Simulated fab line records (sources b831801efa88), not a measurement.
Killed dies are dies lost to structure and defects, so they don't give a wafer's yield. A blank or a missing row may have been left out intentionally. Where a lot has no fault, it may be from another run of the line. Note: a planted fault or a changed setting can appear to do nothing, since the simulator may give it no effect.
Which tool was responsible?	flow gf180mcu	Sampling: 14 lots, 42 wafers, 5 of 602 route steps

## WHAT THE GAUGES SHOWED, per wafer
GF_STI_THK_MEAS_02. Usual: STI_OXIDATION_THK gives 10.42 nm (standard deviation 0.17).
lot	measured	on	STI_OXIDATION_THK (nm)	flag
L669	day 1 17:35	film_metro-02	10.36 10.60 10.63	
L670	day 1 21:31	film_metro-01	10.22 10.40 10.35	
L671	day 2 02:31	film_metro-03	10.31 10.45 10.33	
L672	day 2 08:02	film_metro-02	10.26 10.36 10.35	
L677	day 3 08:31	film_metro-02	10.37 10.62 10.57	
L679	day 3 19:48	film_metro-02	10.33 10.33 10.58	
L680	day 3 23:56	film_metro-01	10.51 10.43 10.58	
L683	day 4 15:13	film_metro-01	10.68 10.67 10.54	
L684	day 4 19:31	film_metro-03	10.46 10.29 10.28	
L685	day 5 00:34	film_metro-03	10.14 10.26 10.33	
L687	day 5 11:27	film_metro-01	10.06 10.23 10.10	
L688	day 5 16:28	film_metro-01	10.34 10.62 10.49	
L690	day 6 01:31	film_metro-02	10.43 10.15 10.27	
L691	day 6 07:25	film_metro-02	10.67 10.72 10.52	

GF_STI_THK_MEAS_30. Usual: STI_OXIDATION_02_THK gives 10.01 nm (standard deviation 0.21).
lot	measured	on	STI_OXIDATION_02_THK (nm)	flag
L669	day 2 12:25	film_metro-02	9.66 9.83 9.83	
L670	day 2 16:10	film_metro-02	9.98 9.95 9.79	
L671	day 2 21:40	film_metro-01	10.32 10.30 10.17	
L672	day 3 05:06	film_metro-02	16.79 16.62 16.44	OFF
L677	day 4 06:16	film_metro-03	15.94 16.40 15.93	OFF
L679	day 4 18:27	film_metro-02	16.39 16.48 16.55	OFF
L680	day 4 19:58	film_metro-03	9.82 9.76 9.77	
L683	day 5 12:22	film_metro-03	10.01 9.82 10.02	
L684	day 5 18:16	film_metro-03	10.03 10.15 10.34	
L685	day 5 21:55	film_metro-01	10.04 9.94 9.96	
L687	day 6 09:56	film_metro-03	9.96 10.07 10.28	
L688	day 6 13:12	film_metro-02	9.95 9.91 9.95	
L690	day 7 00:21	film_metro-03	9.88 9.79 9.88	
L691	day 7 05:47	film_metro-01	9.57 9.69 9.62	

GF_LVPWELL_OVL_MEAS_07. Usual: LVPWELL_OVL gives 0.5 nm (standard deviation 1.4).
lot	measured	on	LVPWELL_OVL (nm)	flag
L669	day 4 02:58	overlay-02	1.4 0.9 0.7	
L670	day 4 05:53	overlay-01	-0.1 1.5 0.0	
L671	day 4 12:03	overlay-01	0.8 0.6 1.2	
L672	day 4 18:47	overlay-02	-0.4 1.5 1.0	
L677	day 5 21:48	overlay-01	0.7 1.1 -0.7	
L679	day 6 11:44	overlay-01	2.6 4.7 3.2	
L680	day 6 15:20	overlay-01	0.8 1.3 0.0	
L683	day 7 08:42	overlay-01	-2.4 0.2 -0.9	
L684	day 7 15:11	overlay-01	1.0 1.9 2.7	
L685	day 7 19:59	overlay-02	2.4 0.8 0.2	
L687	day 8 08:29	overlay-02	-0.3 -0.3 0.6	
L688	day 8 13:08	overlay-01	-0.3 -0.6 -1.3	
L690	day 9 00:27	overlay-01	2.8 1.6 1.2	
L691	day 9 07:14	overlay-01	1.7 1.0 0.1	

GF_VT_IMPLANT_RS_MEAS_49: measures by four-point-probe. Usual: MVPSD_RS gives 1180.3 ohm/sq (standard deviation 2.9).
lot	measured	on	MVPSD_RS (ohm/sq)	flag
L669	day 7 20:32	film_metro-01	1179.8 1178.9 1179.8	
L670	day 7 23:39	film_metro-02	1184.7 1181.1 1182.4	
L671	day 8 07:19	film_metro-02	1173.7 1181.3 1179.8	
L672	day 8 15:51	film_metro-02	1176.6 1177.3 1177.5	
L677	day 10 00:22	film_metro-01	1177.9 1179.4 1177.7	
L679	day 10 16:25	film_metro-04	1179.6 1183.7 1178.9	
L680	day 10 23:00	film_metro-01	1183.9 1179.5 1179.5	
L683	day 11 17:29	film_metro-04	1181.0 1180.7 1176.8	
L684	day 12 02:18	film_metro-04	1180.0 1176.2 1181.3	
L685	day 12 07:15	film_metro-02	1178.2 1180.1 1182.4	
L687	day 12 23:50	film_metro-02	1173.5 1180.3 1180.2	
L688	day 13 03:15	film_metro-04	1179.2 1177.5 1175.9	
L690	day 13 18:01	film_metro-01	1181.8 1179.8 1185.3	
L691	day 14 03:32	film_metro-04	1183.7 1181.8 1180.3	

## EACH LOT AND THE TOOL THAT RAN IT (in order: tool; ch and the chambers of the sampled wafers; start)
lot	GF_STI_OXIDATION_29
L669	furnace-02 ch 0, day 2 11:00
L670	furnace-02 ch 0, day 2 14:47
L671	furnace-01 ch 0, day 2 20:16
L672	furnace-01 ch 0, day 3 01:41 and furnace-02 ch 0, day 3 03:43
L677	furnace-01 ch 0, day 4 02:09
L679	furnace-02 ch 0, day 4 14:53 and furnace-01 ch 0, day 4 17:03
L680	furnace-02 ch 0, day 4 18:34
L683	furnace-02 ch 0, day 5 10:57
L684	furnace-02 ch 0, day 5 16:52
L685	furnace-02 ch 0, day 5 20:31
L687	furnace-01 ch 0, day 6 08:32
L688	furnace-01 ch 0, day 6 11:49
L690	furnace-01 ch 0, day 6 22:56
L691	furnace-01 ch 0, day 7 04:24
- GF_STI_OXIDATION_29: stabilise 600 s, purge 300 s, target thk 10 nm.

## WHAT THE TOOLS THEMSELVES READ (means of the sampled wafers that have a number; where no wafer has one, the mark that the record gives instead)
GF_STI_OXIDATION_29. Usual: tube_center_temp_C 900 C, standard deviation 0.089; zone_power_bottom_pct 27.1 %, standard deviation 1.2.
lot	tool	tube_center_temp_C (C)	zone_power_bottom_pct (%)	flag
L669	furnace-02	900	26.1	
L670	furnace-02	900	26.4	
L671	furnace-01	900	28.6	
L672	furnace-01/furnace-02	900	27.2	
L677	furnace-01	900	28.6	
L679	furnace-02/furnace-01	900	27.4	
L680	furnace-02	900	26.0	
L683	furnace-02	900	26.2	
L684	furnace-02	900	26.1	
L685	furnace-02	900	26.2	
L687	furnace-01	900	28.6	
L688	furnace-01	900	28.8	
L690	furnace-01	900	28.6	
L691	furnace-01	900	28.6	

## THE ANSWER, worked out from the rows above alone
Rule: lot off if the mean of its wafers having a number is beyond 3 standard deviations from the usual mean. A lot without any number at a reading at which 4 lots or more have one is off too. The other lots that the step has rows for count as sound. The gauges are gone through in route order, then the tools' own readings, and for those a lot's mean is taken as printed above. The first step at which some lot is off is used, and at that step the reading that is off furthest; a lot without a number counts as furthest.
Off: L672, L677, L679, seen at GF_STI_THK_MEAS_30 (STI_OXIDATION_02_THK).
If a tool, at a process step before that reading, ran all the lots that are off and no sound lot after the first of them, it fits. Those tools and the gauges at GF_STI_THK_MEAS_30 are tried in the same way. No candidate that was tried fits.

## WHAT WAS PUT IN BY THE SIMULATOR
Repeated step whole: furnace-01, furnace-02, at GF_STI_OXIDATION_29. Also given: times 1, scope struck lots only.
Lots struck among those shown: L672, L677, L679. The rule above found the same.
